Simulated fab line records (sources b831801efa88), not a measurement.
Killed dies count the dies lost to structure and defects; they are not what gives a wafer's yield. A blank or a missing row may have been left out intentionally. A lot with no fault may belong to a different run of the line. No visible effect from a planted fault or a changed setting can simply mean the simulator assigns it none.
What tool caused it? / flow sky130 / 13 lots with 39 wafers sampled at 5 steps, on a route of 708 steps

WHAT THE GAUGES READ, wafer by wafer
SKY_POLY_CUT_CD_MEAS_08: target cd 270 nm. Usual: cd-nm reads 270.0 nm (standard deviation 1.4).
lot=L799; measured=day 23 23:26; on=cd-sem-01; cd-nm (nm)=271.3 272.7 271.8; flag=
lot=L801; measured=day 25 01:29; on=cd-sem-02; cd-nm (nm)=270.5 269.7 270.4; flag=
lot=L802; measured=day 25 15:53; on=cd-sem-01; cd-nm (nm)=270.6 270.6 269.5; flag=
lot=L803; measured=day 26 01:49; on=cd-sem-02; cd-nm (nm)=269.4 269.0 269.4; flag=
lot=L805; measured=day 26 16:04; on=cd-sem-02; cd-nm (nm)=270.8 272.3 272.3; flag=
lot=L807; measured=day 27 11:14; on=cd-sem-01; cd-nm (nm)=271.0 270.9 270.8; flag=
lot=L808; measured=day 27 23:05; on=cd-sem-01; cd-nm (nm)=270.0 270.1 270.6; flag=
lot=L813; measured=day 29 04:20; on=cd-sem-01; cd-nm (nm)=269.9 271.2 270.6; flag=
lot=L816; measured=day 30 01:14; on=cd-sem-02; cd-nm (nm)=270.4 272.2 271.4; flag=
lot=L817; measured=day 30 07:29; on=cd-sem-01; cd-nm (nm)=270.1 269.6 269.1; flag=
lot=L818; measured=day 31 06:33; on=cd-sem-01; cd-nm (nm)=271.4 271.5 270.9; flag=
lot=L819; measured=day 31 18:36; on=cd-sem-02; cd-nm (nm)=269.8 269.4 269.7; flag=
lot=L820; measured=day 32 11:38; on=cd-sem-01; cd-nm (nm)=268.2 266.4 266.9; flag=

SKY_POLY_CUT_OVL_MEAS_09. Usual: POLY_CUT_OVL typically reads 0 nm, with standard deviation 5.5.
lot=L799; measured=day 23 23:33; on=overlay-01; POLY_CUT_OVL (nm)=-7 0 3; flag=
lot=L801; measured=day 25 01:37; on=overlay-01; POLY_CUT_OVL (nm)=-1 -3 5; flag=
lot=L802; measured=day 25 16:01; on=overlay-02; POLY_CUT_OVL (nm)=-6 5 2; flag=
lot=L803; measured=day 26 01:55; on=overlay-02; POLY_CUT_OVL (nm)=8 -3 12; flag=
lot=L805; measured=day 26 16:11; on=overlay-02; POLY_CUT_OVL (nm)=5 3 4; flag=
lot=L807; measured=day 27 11:22; on=overlay-01; POLY_CUT_OVL (nm)=-4 13 5; flag=
lot=L808; measured=day 27 23:11; on=overlay-01; POLY_CUT_OVL (nm)=-4 0 -9; flag=
lot=L813; measured=day 29 04:27; on=overlay-01; POLY_CUT_OVL (nm)=10 11 11; flag=
lot=L816; measured=day 30 01:22; on=overlay-02; POLY_CUT_OVL (nm)=3 -2 3; flag=
lot=L817; measured=day 30 07:35; on=overlay-01; POLY_CUT_OVL (nm)=5 5 5; flag=
lot=L818; measured=day 31 06:40; on=overlay-02; POLY_CUT_OVL (nm)=9 3 3; flag=
lot=L819; measured=day 31 18:43; on=overlay-02; POLY_CUT_OVL (nm)=6 10 12; flag=
lot=L820; measured=day 32 11:44; on=overlay-01; POLY_CUT_OVL (nm)=-1 -6 4; flag=

SKY_SD_P_CD_MEAS_07: target cd 380 nm. Usual: cd-nm reads 379.2 nm (standard deviation 2.3).
lot=L799; measured=day 25 04:42; on=cd-sem-02; cd-nm (nm)=380.8 381.2 380.4; flag=
lot=L801; measured=day 26 06:39; on=cd-sem-02; cd-nm (nm)=377.8 376.7 376.9; flag=
lot=L802; measured=day 26 21:28; on=cd-sem-01; cd-nm (nm)=378.2 379.6 376.8; flag=
lot=L803; measured=day 27 09:22; on=cd-sem-01; cd-nm (nm)=376.2 374.9 377.2; flag=
lot=L805; measured=day 28 00:08; on=cd-sem-01; cd-nm (nm)=382.6 382.8 386.1; flag=
lot=L807; measured=day 28 13:25; on=cd-sem-01; cd-nm (nm)=379.8 380.2 378.8; flag=
lot=L808; measured=day 29 01:16; on=cd-sem-01; cd-nm (nm)=378.0 381.3 378.1; flag=
lot=L813; measured=day 30 07:07; on=cd-sem-02; cd-nm (nm)=380.7 384.2 382.2; flag=
lot=L816; measured=day 31 04:27; on=cd-sem-01; cd-nm (nm)=381.0 381.3 379.8; flag=
lot=L817; measured=day 31 10:46; on=cd-sem-02; cd-nm (nm)=346.6 345.1 346.5; flag=OFF
lot=L818; measured=day 32 09:49; on=cd-sem-02; cd-nm (nm)=379.8 379.1 380.6; flag=
lot=L819; measured=day 32 22:04; on=cd-sem-01; cd-nm (nm)=343.0 344.3 341.0; flag=OFF
lot=L820; measured=day 33 14:20; on=cd-sem-01; cd-nm (nm)=380.0 376.8 377.3; flag=

WHAT TOOL EACH LOT RAN ON (gives the tool, then ch and the chambers of the sampled wafers, and finally the start)
lot=L799; SKY_POLY_CUT_STRIP_12=plasma-asher-04 ch 0,1, day 23 23:40; SKY_SD_P_DEVELOP_06=litho-track-01 ch 0, day 25 04:33
lot=L801; SKY_POLY_CUT_STRIP_12=plasma-asher-02 ch 0, day 25 01:44; SKY_SD_P_DEVELOP_06=litho-track-01 ch 0, day 26 06:30
lot=L802; SKY_POLY_CUT_STRIP_12=plasma-asher-04 ch 0,1, day 25 16:08; SKY_SD_P_DEVELOP_06=litho-track-04 ch 0, day 26 21:19
lot=L803; SKY_POLY_CUT_STRIP_12=plasma-asher-04 ch 0,1, day 26 02:02; SKY_SD_P_DEVELOP_06=litho-track-03 ch 0, day 27 07:15
lot=L805; SKY_POLY_CUT_STRIP_12=plasma-asher-04 ch 0,1, day 26 16:19; SKY_SD_P_DEVELOP_06=litho-track-01 ch 0, day 27 20:33
lot=L807; SKY_POLY_CUT_STRIP_12=plasma-asher-04 ch 0,1, day 27 11:29; SKY_SD_P_DEVELOP_06=litho-track-03 ch 0, day 28 13:16
lot=L808; SKY_POLY_CUT_STRIP_12=plasma-asher-02 ch 0,1, day 27 23:19; SKY_SD_P_DEVELOP_06=litho-track-03 ch 0, day 29 01:07
lot=L813; SKY_POLY_CUT_STRIP_12=plasma-asher-04 ch 1, day 29 04:34; SKY_SD_P_DEVELOP_06=litho-track-01 ch 0, day 30 06:58
lot=L816; SKY_POLY_CUT_STRIP_12=plasma-asher-02 ch 0,1, day 30 01:29; SKY_SD_P_DEVELOP_06=litho-track-01 ch 0, day 31 04:18
lot=L817; SKY_POLY_CUT_STRIP_12=plasma-asher-01 ch 0,1, day 30 07:43; SKY_SD_P_DEVELOP_06=litho-track-03 ch 0, day 31 10:37
lot=L818; SKY_POLY_CUT_STRIP_12=plasma-asher-04 ch 0,1, day 31 06:47; SKY_SD_P_DEVELOP_06=litho-track-04 ch 0, day 32 09:40
lot=L819; SKY_POLY_CUT_STRIP_12=plasma-asher-04 ch 0,1, day 31 18:50; SKY_SD_P_DEVELOP_06=litho-track-03 ch 0, day 32 21:55
lot=L820; SKY_POLY_CUT_STRIP_12=plasma-asher-02 ch 0,1, day 32 11:52; SKY_SD_P_DEVELOP_06=litho-track-01 ch 0, day 33 14:12
- SKY_POLY_CUT_STRIP_12: strips in O2/N2.
- SKY_SD_P_DEVELOP_06: develop time 60 s.

AS READ BY THE TOOLS THEMSELVES (means over the sampled wafers that have a number; for cases with no such wafer, the mark the record gives instead)
SKY_POLY_CUT_STRIP_12. Usual: drypump-motor-current-A 5.83 A, standard deviation 0.12; oes-product-au 0.453 a.u., standard deviation 0.0044; strip-time-to-endpoint-s 5.364 s, standard deviation 0.016.
lot=L799; tool=plasma-asher-04; drypump-motor-current-A (A)=5.93; oes-product-au (a.u.)=0.447; strip-time-to-endpoint-s (s)=5.337; flag=
lot=L801; tool=plasma-asher-02; drypump-motor-current-A (A)=5.70; oes-product-au (a.u.)=0.454; strip-time-to-endpoint-s (s)=5.380; flag=
lot=L802; tool=plasma-asher-04; drypump-motor-current-A (A)=5.93; oes-product-au (a.u.)=0.452; strip-time-to-endpoint-s (s)=5.358; flag=
lot=L803; tool=plasma-asher-04; drypump-motor-current-A (A)=5.91; oes-product-au (a.u.)=0.455; strip-time-to-endpoint-s (s)=5.360; flag=
lot=L805; tool=plasma-asher-04; drypump-motor-current-A (A)=5.94; oes-product-au (a.u.)=0.453; strip-time-to-endpoint-s (s)=5.363; flag=
lot=L807; tool=plasma-asher-04; drypump-motor-current-A (A)=5.92; oes-product-au (a.u.)=0.455; strip-time-to-endpoint-s (s)=5.356; flag=
lot=L808; tool=plasma-asher-02; drypump-motor-current-A (A)=5.75; oes-product-au (a.u.)=0.455; strip-time-to-endpoint-s (s)=5.373; flag=
lot=L813; tool=plasma-asher-04; drypump-motor-current-A (A)=5.93; oes-product-au (a.u.)=0.453; strip-time-to-endpoint-s (s)=5.378; flag=
lot=L816; tool=plasma-asher-02; drypump-motor-current-A (A)=5.76; oes-product-au (a.u.)=0.455; strip-time-to-endpoint-s (s)=5.375; flag=
lot=L817; tool=plasma-asher-01; drypump-motor-current-A (A)=5.65; oes-product-au (a.u.)=0.456; strip-time-to-endpoint-s (s)=5.385; flag=
lot=L818; tool=plasma-asher-04; drypump-motor-current-A (A)=5.92; oes-product-au (a.u.)=0.453; strip-time-to-endpoint-s (s)=5.361; flag=
lot=L819; tool=plasma-asher-04; drypump-motor-current-A (A)=5.93; oes-product-au (a.u.)=0.453; strip-time-to-endpoint-s (s)=5.361; flag=
lot=L820; tool=plasma-asher-02; drypump-motor-current-A (A)=5.75; oes-product-au (a.u.)=0.454; strip-time-to-endpoint-s (s)=5.362; flag=

THE ANSWER, worked out from the rows above alone
Rule: take the mean of a lot's wafers that have a number; if it is more than 3 standard deviations from the usual mean, the lot is off. A lot without any number at a reading at which 4 lots or more have one is off too. All remaining lots with rows at the step are treated as sound. After the gauges, taken in route order, come the tools' own readings; for these a lot's mean is taken, as printed above. The first step at which some lot is off is used, and at that step the reading that is off furthest; a lot without a number counts as furthest.
Off: L817, L819, at SKY_SD_P_CD_MEAS_07 (cd-nm).
If a tool, at a process step before that reading, ran all the lots that are off and no sound lot after the first of them, it fits. Those tools and the gauges at SKY_SD_P_CD_MEAS_07 are tried in the same way. One fits: SKY_SD_P_DEVELOP_06 on litho-track-03. A fault onset in the window from L808 (day 29 01:07, its last sound lot) to L817 (day 31 10:37, its first lot off) fits.

WHAT HAD BEEN PUT IN BY THE SIMULATOR
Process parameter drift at SKY_SD_P_DEVELOP_06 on litho-track-03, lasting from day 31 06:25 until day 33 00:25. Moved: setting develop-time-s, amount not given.
Lots struck among those shown: L817, L819. The rule above reached the same finding.
